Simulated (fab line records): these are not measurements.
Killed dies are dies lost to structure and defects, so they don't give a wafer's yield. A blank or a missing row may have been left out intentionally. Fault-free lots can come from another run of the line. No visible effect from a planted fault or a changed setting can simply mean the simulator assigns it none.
A lot that was struck, set against a sound lot || flow gf180mcu || 15 steps out of a route of 602
Sound: the wafers L116.2, L116.3, L116.4. Wafers L125.2, L125.4, L125.5 were the ones struck. The cause is given at the end.
Per side, at each step with rows, come the tool, then ch with its chambers, and then its first start. Under that, the readings that differ: sound wafers || struck wafers || difference of the means || sigmas: that difference in standard deviations of wafers without a fault.
alike: readings whose means differ by less than 2 such deviations, and words and numbers that are the same on both sides. not compared: withheld readings, readings that some wafer has no value for, bounds like >300 that may hide the same value, and numbers for which the record gives no deviation and whose values overlap.
Wherever a step has rows on one side only, a row that says differs or no value, or a row with sigmas, the two part there. Non-overlapping numbers with no deviation appear without sigmas and do not part them. A reading missing from all wafers of one side parts the sides only when that side holds two or more wafers.

first, 1 step without rows for these wafers: GF_PSD_CLEAN_12 (cleans in SC1/SC2, time 150 s).
GF_PSD_RTA_13: time 20 s.
  sound on rtp-anneal-01 ch 0, day 14 19:08; struck on rtp-anneal-01 ch 0, day 18 03:41
  alike: lamp-power-pct, wafer_temp_C_max
GF_PSD_RS_MEAS_14: the measuring method here is four-point-probe.
  sound: film-metro-02 at day 14 19:14; struck: film-metro-03 at day 18 03:47
  alike: NSD_RS
GF_PSD_RS_MEAS_15: the measuring method here is four-point-probe.
  sound: film-metro-02 at day 14 19:21; struck: film-metro-03 at day 18 03:54
  alike: PSD_RS
GF_SAB_CVD_00: deposits SiO2 from TEOS, target thk 50 nm, time 4.9302 s.
  sound on pecvd-04 ch 0,1,2, day 14 19:27; struck on pecvd-03 ch 0,1, day 18 04:00
  alike: heater-power-w
GF_SAB_THK_MEAS_01:
  sound: film-metro-01 at day 14 19:29; struck: film-metro-04 at day 18 04:02
  alike: SAB_CVD_00_THK
then, 6 steps without rows for these wafers: GF_SAB_DEHYDRATE_02 (time 60 s); GF_SAB_HMDS_03 (prime time 60 s); GF_SAB_COAT_04 (resist thk 1000 nm); GF_SAB_SOFTBAKE_05 (time 60 s); GF_SAB_EXPOSE_06 (exposes mask SAB, target cd 420 nm); GF_SAB_PEB_07.
GF_SAB_DEVELOP_08: develop time 60 s.
  sound on litho-track-03 ch 0, day 15 16:44; struck on litho-track-02 ch 0, day 19 03:23
{"reading": "developer-temp-C (C)", "sound": "23.01 22.96 22.98", "struck": "22.27 22.36 22.13", "difference": -0.73, "sigmas": -7}
  alike: exhaust-pa
GF_SAB_CD_MEAS_09: the cd target is 420 nm.
  sound: cd-sem-02 at day 15 16:53; struck: cd-sem-02 at day 19 03:31
{"reading": "cd-nm (nm)", "sound": "420.1 417.3 420.0", "struck": "413.8 414.3 414.9", "difference": -4.8, "sigmas": -2}
after that, 1 step had no rows for these wafers: GF_PASSIVATION_PROBE_99.

WHERE THEY PART
First at GF_SAB_DEVELOP_08; last, within this record, at GF_SAB_CD_MEAS_09.

WHY: what had been put in by the simulator
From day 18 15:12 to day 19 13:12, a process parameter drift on litho-track-02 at GF_SAB_DEVELOP_08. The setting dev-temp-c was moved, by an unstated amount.
